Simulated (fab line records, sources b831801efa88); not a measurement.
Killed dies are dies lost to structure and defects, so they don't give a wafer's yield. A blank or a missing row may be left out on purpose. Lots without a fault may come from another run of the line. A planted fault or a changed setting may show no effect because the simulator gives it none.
Chamber matching | flow sky130 | SKY_LI_CONTACT_CMP_24 on cmp-01: 4 sister chambers
The step polishes, stops on PSG, t overpolish 20 s, target thk 0 nm. 4 wafers are shown with their chamber, then 10 later ones without.

WAFERS WITH THEIR CHAMBER
wafer  | chamber | motor_current_A (A)
L518.6 | 1       | 11.9
L524.3 | 2       | 10.7
L525.1 | 3       | 9.0
L525.2 | 0       | 10.1

WAFERS WITHOUT THEIR CHAMBER
wafer  | motor_current_A (A)
L525.5 | 11.0
L531.2 | 9.1
L531.5 | 9.0
L531.6 | 10.1
L534.4 | 12.1
L534.5 | 10.7
L534.6 | 9.0
L535.2 | 9.3
L535.3 | 12.5
L535.4 | 10.6

WHICH CHAMBER EACH WENT THROUGH
wafer  | from the rows above     | in truth
L525.5 | 2                       | 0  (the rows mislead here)
L531.2 | 3                       | 3
L531.5 | 3                       | 3
L531.6 | 0                       | 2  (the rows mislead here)
L534.4 | 1                       | 1
L534.5 | 2                       | 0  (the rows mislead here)
L534.6 | 3                       | 3
L535.2 | 3                       | 3
L535.3 | 1                       | 1
L535.4 | can't be placed: 2 or 0 | 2
Placed correctly: 6 of 10. Can't be placed from these rows: 1 (the true chamber is among the candidates in 1). Placed wrongly: 3.
How it was worked out, from the rows above alone: a wafer's distance from a chamber is the root of the sum, over the readings, of the square of ((its reading less the chamber's mean) divided by the reading's scatter). The wafer belongs to the nearest chamber; if the next one is less than 2 further off, it can't be placed. A chamber's mean is the mean of its shown wafers. The scatter: with one shown wafer a chamber, the root of the mean of the squares of how far each hidden wafer lies from its nearest shown one.
